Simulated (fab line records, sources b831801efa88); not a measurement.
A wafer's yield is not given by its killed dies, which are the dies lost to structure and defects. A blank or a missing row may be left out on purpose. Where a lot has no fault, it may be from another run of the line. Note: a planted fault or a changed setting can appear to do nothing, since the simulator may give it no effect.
Chamber matching	flow sfq line	SFQ_TRILAYER_I0_CMP_CMP_028 on cmp-02: 4 sister chambers
The step polishes SiO2. 23 wafers are shown with their chamber, then 11 later ones without.

## WAFERS PAIRED WITH THEIR CHAMBERS
wafer	chamber	motor current A (A)	time to endpoint s (s)	slurry flow ml min
L609.1	3	9.6	214	150.5
L609.2	0	9.5	212	149.9
L609.3	2	10.5	216	150.6
L610.4	1	9.9	221	150.3
L610.2	3	9.5	206	149.9
L610.6	0	9.7	220	149.7
L612.3	3	9.6	201	149.2
L612.1	2	10.5	217	149.9
L612.6	0	9.6	217	150.3
L614.3	3	9.5	213	149.6
L614.4	2	10.6	220	150.5
L614.1	1	10.3	206	150.5
L617.1	1	10.1	205	150.1
L617.3	0	9.7	207	150.6
L617.4	3	9.0	208	149.5
L618.1	1	10.0	200	149.3
L618.2	2	10.7	215	149.4
L618.3	0	9.7	214	149.8
L620.4	0	9.8	214	148.8
L620.3	3	9.4	219	149.5
L623.3	2	10.8	226	150.4
L623.4	3	9.7	215	150.5
L623.6	2	10.7	223	149.4

SIGNATURES (averages over the wafers above)
reading	chamber 0	chamber 1	chamber 2	chamber 3	scatter within a chamber
motor current A	9.667	10.075	10.633	9.471	0.167
time to endpoint s	214.00	208.00	219.50	210.86	5.91
slurry flow ml min	149.850	150.050	150.033	149.814	0.552
Rule: a wafer's distance from a chamber is the root of the sum, over the readings, of the square of ((its reading less the chamber's mean) divided by the reading's scatter). The wafer belongs to the nearest chamber; if the next one is less than 2 further off, it can't be placed. The scatter: take each reading less its chamber's mean, square it, sum over the shown wafers, divide by the number of wafers less the number of chambers, and take the root.

## WAFERS WHOSE CHAMBER IS MISSING
wafer	motor current A (A)	time to endpoint s (s)	slurry flow ml min
L624.1	9.7	223	150.2
L624.4	10.5	220	151.3
L629.1	10.1	198	150.2
L629.2	10.3	207	150.1
L629.5	9.8	213	150.5
L631.2	11.1	219	149.0
L631.4	9.3	223	150.3
L631.5	9.2	216	149.6
L632.3	10.7	220	150.1
L632.2	9.6	213	149.4
L632.6	10.1	213	148.9

## CHAMBER TAKEN BY EACH
wafer	from the rows above	in truth
L624.1	can't be placed: 0 or 3 or 1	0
L624.4	can't be placed: 2 or 1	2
L629.1	1	1
L629.2	can't be placed: 1 or 2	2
L629.5	can't be placed: 0 or 1 or 3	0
L631.2	2	2
L631.4	can't be placed: 3 or 0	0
L631.5	can't be placed: 3 or 0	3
L632.3	2	2
L632.2	can't be placed: 0 or 3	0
L632.6	can't be placed: 1 or 0 or 2 or 3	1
Correctly placed: 3 of 11. Can't be placed from these rows: 8 (the true chamber is among the candidates in 8). 0 placed wrongly.
